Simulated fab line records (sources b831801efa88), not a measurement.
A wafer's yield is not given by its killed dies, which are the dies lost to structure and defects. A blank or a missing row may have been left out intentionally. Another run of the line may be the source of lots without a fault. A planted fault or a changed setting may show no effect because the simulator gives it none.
Which tool is to blame? || flow sky130 || route of 708 steps, sampled at 1 step: 15 lots, 45 wafers

== WHAT THE GAUGES SHOWED, per wafer ==
SKY_LI_CONTACT_CD_MEAS_12 targets a cd of 170 nm. Usual: cd-nm at 170.1 nm, with a standard deviation of 1.5.
{"lot": "L704", "measured": "day 28 16:34", "on": "cd-sem-01", "cd-nm (nm)": "170.9 170.5 169.8", "flag": ""}
{"lot": "L705", "measured": "day 29 12:40", "on": "cd-sem-01", "cd-nm (nm)": "166.3 167.6 166.9", "flag": ""}
{"lot": "L707", "measured": "day 30 09:02", "on": "cd-sem-01", "cd-nm (nm)": "171.1 172.7 170.1", "flag": ""}
{"lot": "L711", "measured": "day 31 12:11", "on": "cd-sem-01", "cd-nm (nm)": "170.9 171.0 172.4", "flag": ""}
{"lot": "L712", "measured": "day 31 18:26", "on": "cd-sem-01", "cd-nm (nm)": "168.4 167.9 169.1", "flag": ""}
{"lot": "L713", "measured": "day 32 03:26", "on": "cd-sem-01", "cd-nm (nm)": "170.2 170.6 168.7", "flag": ""}
{"lot": "L718", "measured": "day 33 22:56", "on": "cd-sem-01", "cd-nm (nm)": "170.9 171.1 170.5", "flag": ""}
{"lot": "L719", "measured": "day 34 09:14", "on": "cd-sem-01", "cd-nm (nm)": "168.4 169.0 169.1", "flag": ""}
{"lot": "L720", "measured": "day 34 12:35", "on": "cd-sem-01", "cd-nm (nm)": "169.6 171.0 171.6", "flag": ""}
{"lot": "L721", "measured": "day 34 22:08", "on": "cd-sem-01", "cd-nm (nm)": "170.7 169.2 170.2", "flag": ""}
{"lot": "L722", "measured": "day 35 07:31", "on": "cd-sem-02", "cd-nm (nm)": "170.3 171.3 170.9", "flag": ""}
{"lot": "L724", "measured": "day 35 19:01", "on": "cd-sem-02", "cd-nm (nm)": "172.0 172.1 173.0", "flag": ""}
{"lot": "L725", "measured": "day 36 00:44", "on": "cd-sem-01", "cd-nm (nm)": "171.4 172.0 170.7", "flag": ""}
{"lot": "L726", "measured": "day 36 06:20", "on": "cd-sem-01", "cd-nm (nm)": "169.9 171.1 169.3", "flag": ""}
{"lot": "L727", "measured": "day 37 03:25", "on": "cd-sem-01", "cd-nm (nm)": "171.3 170.8 171.0", "flag": ""}

== WHICH TOOL RAN EACH LOT (tool, then ch and the chambers of the sampled wafers, then the start) ==
Record: no process step prior to these readings.

== AS READ BY THE TOOLS THEMSELVES (means over the sampled wafers that have a number; for cases with no such wafer, the mark the record gives instead) ==
The record holds no such reading with a usual standard deviation.

== THE ANSWER, worked out from the rows above alone ==
Rule: a lot is off if the mean of its wafers that have a number lies more than 3 standard deviations from the usual mean. A lot without any number at a reading at which 4 lots or more have one is off too. Any other lot the step has rows for is counted as sound. First the gauges in route order, then the tools' own readings, where a lot's mean is used as printed above. At the first step where some lot is off, the reading lying furthest off is the one used; lots without a number count as furthest.
None of the lots is off at any reading shown; this tells nothing.

== WHAT HAD BEEN PUT IN BY THE SIMULATOR ==
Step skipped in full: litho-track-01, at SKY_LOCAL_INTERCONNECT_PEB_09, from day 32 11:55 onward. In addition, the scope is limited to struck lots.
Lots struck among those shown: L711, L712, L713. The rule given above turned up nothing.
